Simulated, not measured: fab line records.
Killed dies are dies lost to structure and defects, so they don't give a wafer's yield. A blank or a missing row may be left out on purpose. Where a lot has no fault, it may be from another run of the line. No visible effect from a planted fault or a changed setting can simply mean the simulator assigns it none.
A lot that was struck, set against a sound lot || flow sky130 || 15 steps out of a route of 708
Sound: these wafers, L463.1, L463.2, L463.5. Wafers struck: L468.3, L468.4, L468.5. Last of all comes the cause.
At each step with rows: each side's tool, then ch and its chambers, then its first start. Under that, the readings that differ: sound wafers || struck wafers || difference of the means || sigmas: that difference in standard deviations of wafers without a fault.
alike: a reading whose means differ by less than 2 such deviations, as well as words and numbers matching on both sides. not compared: withheld readings; readings where some wafer has no value; bounds like >300 that might hide an equal value; numbers whose values overlap and for which the record gives no deviation.
The two part at a step that has a row with sigmas, a row that says differs or no value, or rows on one side only. Numbers that don't overlap but have no deviation are shown without sigmas and don't part them. A reading missing from all wafers of one side parts the sides only when that side holds two or more wafers.

SKY_RES_PROTECT_STRIP_07: strips in O2/N2.
  sound on plasma_asher-01 ch 0,1, day 18 13:43; struck on plasma_asher-02 ch 0,1, day 20 06:49
  alike: drypump_motor_current_A, oes_product_au, strip_time_to_endpoint_s
  not compared: rf_hours_counter_h
SKY_RES_PROTECT_TW_MEAS_08:
  sound on film_metro-01, day 18 13:49; struck on film_metro-04, day 20 06:55
  alike: POLY_GATE_TW
then, 2 steps without rows for these wafers: SKY_RES_PROTECT_CLEAN_09 (cleans in SC1/SC2, time 150 s); SKY_POLY_GATE_CVD_03 (deposits Si3N4 from DCS/NH3, target thk 75 nm, time 1290 s).
SKY_POLY_GATE_THK_MEAS_04:
  sound on film_metro-03, day 18 17:08; struck on film_metro-01, day 20 08:23
  alike: POLY_GATE_CVD_03_THK
then, 7 steps without rows for these wafers: SKY_POLY_GATE_DEHYDRATE_05 (time 60 s); SKY_POLY_GATE_HMDS_06 (prime time 60 s); SKY_POLY_GATE_COAT_07 (resist thk 110 nm); SKY_POLY_GATE_COAT_08 (resist thk 450 nm); SKY_POLY_GATE_SOFTBAKE_09 (time 90 s); SKY_POLY_GATE_EXPOSE_10 (exposes mask P1M, target cd 150 nm); SKY_POLY_GATE_PEB_11.
SKY_POLY_GATE_DEVELOP_12: develop time 60 s.
  sound on litho_track-01 ch 0, day 19 23:00; struck on litho_track-01 ch 0, day 21 14:00
{"reading": "developer_temp_C (C)", "sound": "20.82 20.92 21.03", "struck": "18.83 18.84 18.91", "difference": -2.06, "sigmas": -21}
SKY_POLY_GATE_CD_MEAS_13 targets a cd of 150 nm.
  sound on cd_sem-02, day 19 23:58; struck on cd_sem-01, day 21 15:04
  alike: cd_nm
-- the record jumps here: 28 days lie between the struck wafers' starts before and after (it left off in module POLY_GATE and takes up again in module PAD_OPEN, whose first step shown is number 708 of the route) --
SKY_PAD_OPEN_PROBE_99:
  sound on prober-01, day 48 05:13; struck on prober-02, day 49 06:04
  alike: killed_at_M0_to_M3, killed_at_M4_up, killed_at_contacts, killed_at_front_end, killed_at_other, killed_dies, killed_open, killed_short

## WHERE THEY PART
SKY_POLY_GATE_DEVELOP_12 only, going by this record. Later steps at which nothing parts them and some readings are alike: SKY_POLY_GATE_CD_MEAS_13, SKY_PAD_OPEN_PROBE_99.

WHY: the cause the simulator had injected
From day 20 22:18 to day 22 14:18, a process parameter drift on litho_track-01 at SKY_POLY_GATE_DEVELOP_12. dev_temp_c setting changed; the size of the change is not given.
